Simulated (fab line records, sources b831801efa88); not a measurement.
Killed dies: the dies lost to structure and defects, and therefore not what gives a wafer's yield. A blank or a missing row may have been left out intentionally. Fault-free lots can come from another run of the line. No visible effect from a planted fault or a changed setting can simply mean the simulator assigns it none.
Struck lot and sound lot, side by side :: flow sky130 :: 16 steps out of a route of 708
Sound: wafers L409.2, L409.3, L409.6. Struck: wafers L415.1, L415.6. (L415.5 of the same lot was not struck and is left out.) The cause comes at the end.
At each step with rows: each side's tool, then ch and its chambers, then its first start. Under that, the readings that differ: sound wafers :: struck wafers :: difference of the means :: sigmas: that difference in standard deviations of wafers without a fault.
alike: a reading whose means differ by less than 2 such deviations, as well as words and numbers matching on both sides. not compared: withheld readings; readings where some wafer has no value; bounds like >300 that might hide an equal value; numbers whose values overlap and for which the record gives no deviation.
Wherever a step has rows on one side only, a row that says differs or no value, or a row with sigmas, the two part there. Non-overlapping numbers with no deviation appear without sigmas and do not part them. A reading missing from all wafers of one side parts the sides only when that side holds two or more wafers.

first, 8 steps without rows for these wafers: SKY_METAL1_DEHYDRATE_07 (time 60 s); SKY_METAL1_HMDS_08 (prime time 60 s); SKY_METAL1_COAT_09 (resist thk 60 nm); SKY_METAL1_COAT_10 (resist thk 450 nm); SKY_METAL1_SOFTBAKE_11 (time 90 s); SKY_METAL1_EXPOSE_12 (exposes mask MM1, target cd 140 nm); SKY_METAL1_PEB_13; SKY_METAL1_DEVELOP_14 (develop time 60 s).
SKY_METAL1_CD_MEAS_15: the cd target is 140 nm.
  sound on cd_sem-01 at day 36 06:55; struck on cd_sem-02 at day 38 06:38
  alike: cd_nm
SKY_METAL1_OVL_MEAS_16:
  sound on overlay-01 at day 36 07:01; struck on overlay-02 at day 38 06:46
  alike: METAL1_OVL
SKY_METAL1_DESCUM_17: chemistry O2, time 8 s.
  sound on rie_metal-02 ch 0,1, day 36 07:03; struck on rie_metal-02 ch 0, day 38 06:48
  alike: drypump_motor_current_A, oes_product_au
  not compared: rf_hours_counter_h
SKY_METAL1_ETCH_18: etches BARC in N2/H2, stops on SiO2, time 45.9 s, target depth 60 nm.
  sound on rie_metal-02 ch 0,1, day 36 07:05; struck on rie_metal-02 ch 0, day 38 06:50
  alike: drypump_motor_current_A, oes_product_au, throttle_valve_pct
  not compared: rf_hours_counter_h
SKY_METAL1_METAL_ETCH_19: etches the open film in Cl2/BCl3, stops on SiO2, target depth 360 nm, time 78 s.
  sound on rie_metal-02 ch 0,1, day 36 07:08; struck on rie_metal-02 ch 0, day 38 06:53
reading: oes_product_au (a.u.)
sound: 0.849 0.847 0.852
struck: 0.790 0.799
difference: -0.055
sigmas: -9

reading: over_etch_frac
sound: 0.3 0.3 0.3
struck: 0.4978 0.4978
difference: +0.1978
sigmas: 

reading: model.KrF-thick_of_METAL1_COAT_10.thk_nm (nm)
sound: 155.9 162 153.3
struck: 117.7 115.7
difference: -40.4
sigmas: 

reading: model.SiO2_of_CONTACT_HDPCVD_02.thk_nm (nm)
sound: 326 325.6 325.7
struck: 323.9 324.8
difference: -1.4
sigmas: 
  alike: drypump_motor_current_A, throttle_valve_pct
  not compared: rf_hours_counter_h
SKY_METAL1_STRIP_20: strips in O2/N2.
  sound on plasma_asher-04 ch 0,1, day 36 07:14; struck on plasma_asher-02 ch 0,1, day 38 06:59
reading: oes_product_au (a.u.)
sound: 0.338 0.347 0.337
struck: 0.317 0.322
difference: -0.021
sigmas: -4

reading: strip_time_to_endpoint_s (s)
sound: 2.68 2.74 2.65
struck: 2.23 2.22
difference: -0.46
sigmas: -9
  alike: drypump_motor_current_A
  not compared: rf_hours_counter_h
then, 1 step without rows for these wafers: SKY_METAL1_STRIP_21 (strips in post etch residue remover, time 1200 s).
-- the record jumps here: 12 days lie between the struck wafers' starts before and after (it left off in module METAL1 and takes up again in module PAD_OPEN, whose first step shown is number 708 of the route) --
SKY_PAD_OPEN_PROBE_99:
  sound on prober-02 at day 48 09:26; struck on prober-02 at day 49 19:23
  alike: defect_limited_yield, killed_at_M0_to_M3, killed_at_M4_up, killed_at_contacts, killed_at_front_end, killed_at_other, killed_dies, killed_open, killed_short, sort_bin_3_pad_short, sort_bin_5_function, sort_bin_6_memory, sort_n_pass, sort_yield_pct

## WHERE THEY PART
First at SKY_METAL1_METAL_ETCH_19; last, within this record, at SKY_METAL1_STRIP_20. Later steps at which nothing parts them and some readings are alike: SKY_PAD_OPEN_PROBE_99.

WHY: what had been put in by the simulator
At SKY_METAL1_METAL_ETCH_19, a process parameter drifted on rie_metal-02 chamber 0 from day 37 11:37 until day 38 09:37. Setting over_etch_frac shifted by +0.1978 from 0.3. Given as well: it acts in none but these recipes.
